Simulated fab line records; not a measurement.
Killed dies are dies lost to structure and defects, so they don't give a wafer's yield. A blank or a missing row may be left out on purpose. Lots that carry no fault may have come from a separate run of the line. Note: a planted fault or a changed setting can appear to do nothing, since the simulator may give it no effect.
Matching of chambers || flow gf180mcu || GF_V2_CMP_26 on cmp-01 has 4 sister chambers
The step polishes, stops on SiO2, t overpolish 15 s, target thk 0 nm. 16 wafers are shown with their chamber, then 8 later ones without.

## WAFERS, EACH WITH ITS CHAMBER
{"wafer": "L304.1", "chamber": 3, "motor_current_A (A)": 11.9, "time_to_endpoint_s (s)": 83, "slurry_flow_ml_min": 150.7}
{"wafer": "L304.4", "chamber": 0, "motor_current_A (A)": 12.0, "time_to_endpoint_s (s)": 87, "slurry_flow_ml_min": 149.8}
{"wafer": "L304.5", "chamber": 1, "motor_current_A (A)": 11.5, "time_to_endpoint_s (s)": 83, "slurry_flow_ml_min": 149.9}
{"wafer": "L306.1", "chamber": 0, "motor_current_A (A)": 12.1, "time_to_endpoint_s (s)": 90, "slurry_flow_ml_min": 148.9}
{"wafer": "L306.2", "chamber": 1, "motor_current_A (A)": 12.0, "time_to_endpoint_s (s)": 86, "slurry_flow_ml_min": 150.3}
{"wafer": "L306.4", "chamber": 3, "motor_current_A (A)": 11.4, "time_to_endpoint_s (s)": 85, "slurry_flow_ml_min": 150.3}
{"wafer": "L312.1", "chamber": 2, "motor_current_A (A)": 10.7, "time_to_endpoint_s (s)": 79, "slurry_flow_ml_min": 149.9}
{"wafer": "L312.5", "chamber": 3, "motor_current_A (A)": 11.1, "time_to_endpoint_s (s)": 80, "slurry_flow_ml_min": 150.6}
{"wafer": "L312.6", "chamber": 0, "motor_current_A (A)": 12.3, "time_to_endpoint_s (s)": 84, "slurry_flow_ml_min": 149.5}
{"wafer": "L316.1", "chamber": 2, "motor_current_A (A)": 10.4, "time_to_endpoint_s (s)": 79, "slurry_flow_ml_min": 150.4}
{"wafer": "L316.2", "chamber": 1, "motor_current_A (A)": 11.1, "time_to_endpoint_s (s)": 84, "slurry_flow_ml_min": 150.6}
{"wafer": "L316.5", "chamber": 3, "motor_current_A (A)": 11.0, "time_to_endpoint_s (s)": 87, "slurry_flow_ml_min": 150.8}
{"wafer": "L318.3", "chamber": 3, "motor_current_A (A)": 11.4, "time_to_endpoint_s (s)": 82, "slurry_flow_ml_min": 149.7}
{"wafer": "L318.5", "chamber": 3, "motor_current_A (A)": 11.1, "time_to_endpoint_s (s)": 82, "slurry_flow_ml_min": 149.8}
{"wafer": "L318.6", "chamber": 2, "motor_current_A (A)": 11.0, "time_to_endpoint_s (s)": 83, "slurry_flow_ml_min": 149.8}
{"wafer": "L319.1", "chamber": 1, "motor_current_A (A)": 11.4, "time_to_endpoint_s (s)": 86, "slurry_flow_ml_min": 150.4}

SIGNATURES, as means of the wafers listed above
{"reading": "motor_current_A", "chamber 0": 12.133, "chamber 1": 11.500, "chamber 2": 10.700, "chamber 3": 11.317, "scatter within a chamber": 0.316}
{"reading": "time_to_endpoint_s", "chamber 0": 87.00, "chamber 1": 84.75, "chamber 2": 80.33, "chamber 3": 83.17, "scatter within a chamber": 2.35}
{"reading": "slurry_flow_ml_min", "chamber 0": 149.400, "chamber 1": 150.300, "chamber 2": 150.033, "chamber 3": 150.317, "scatter within a chamber": 0.408}
Rule: a wafer's distance from a chamber is the root of the sum, over the readings, of the square of ((its reading less the chamber's mean) divided by the reading's scatter). The wafer belongs to the nearest chamber; if the next one is less than 2 further off, it can't be placed. The scatter: take each reading less its chamber's mean, square it, sum over the shown wafers, divide by the number of wafers less the number of chambers, and take the root.

## WAFERS WHOSE CHAMBER IS MISSING
{"wafer": "L319.2", "motor_current_A (A)": 10.9, "time_to_endpoint_s (s)": 83, "slurry_flow_ml_min": 151.1}
{"wafer": "L319.5", "motor_current_A (A)": 12.0, "time_to_endpoint_s (s)": 86, "slurry_flow_ml_min": 150.0}
{"wafer": "L320.1", "motor_current_A (A)": 12.8, "time_to_endpoint_s (s)": 87, "slurry_flow_ml_min": 149.9}
{"wafer": "L320.3", "motor_current_A (A)": 11.8, "time_to_endpoint_s (s)": 84, "slurry_flow_ml_min": 149.3}
{"wafer": "L320.6", "motor_current_A (A)": 12.5, "time_to_endpoint_s (s)": 89, "slurry_flow_ml_min": 149.7}
{"wafer": "L321.1", "motor_current_A (A)": 11.8, "time_to_endpoint_s (s)": 84, "slurry_flow_ml_min": 150.9}
{"wafer": "L321.2", "motor_current_A (A)": 12.3, "time_to_endpoint_s (s)": 88, "slurry_flow_ml_min": 150.6}
{"wafer": "L321.5", "motor_current_A (A)": 12.1, "time_to_endpoint_s (s)": 86, "slurry_flow_ml_min": 150.3}

## WHICH CHAMBER EACH ONE RAN IN
{"wafer": "L319.2", "from the rows above": "can't be placed: 3 or 1 or 2", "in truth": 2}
{"wafer": "L319.5", "from the rows above": "can't be placed: 0 or 1 or 3", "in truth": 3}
{"wafer": "L320.1", "from the rows above": "can't be placed: 0 or 1", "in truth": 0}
{"wafer": "L320.3", "from the rows above": "can't be placed: 0 or 1 or 3", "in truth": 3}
{"wafer": "L320.6", "from the rows above": 0, "in truth": 0}
{"wafer": "L321.1", "from the rows above": "can't be placed: 1 or 3", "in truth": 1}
{"wafer": "L321.2", "from the rows above": "can't be placed: 1 or 0 or 3", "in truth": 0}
{"wafer": "L321.5", "from the rows above": "can't be placed: 1 or 0 or 3", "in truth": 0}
Correctly placed: 1 of 8. From these rows, 7 cannot be placed; in 7 the true chamber is one of the candidates. Placed wrongly: 0.
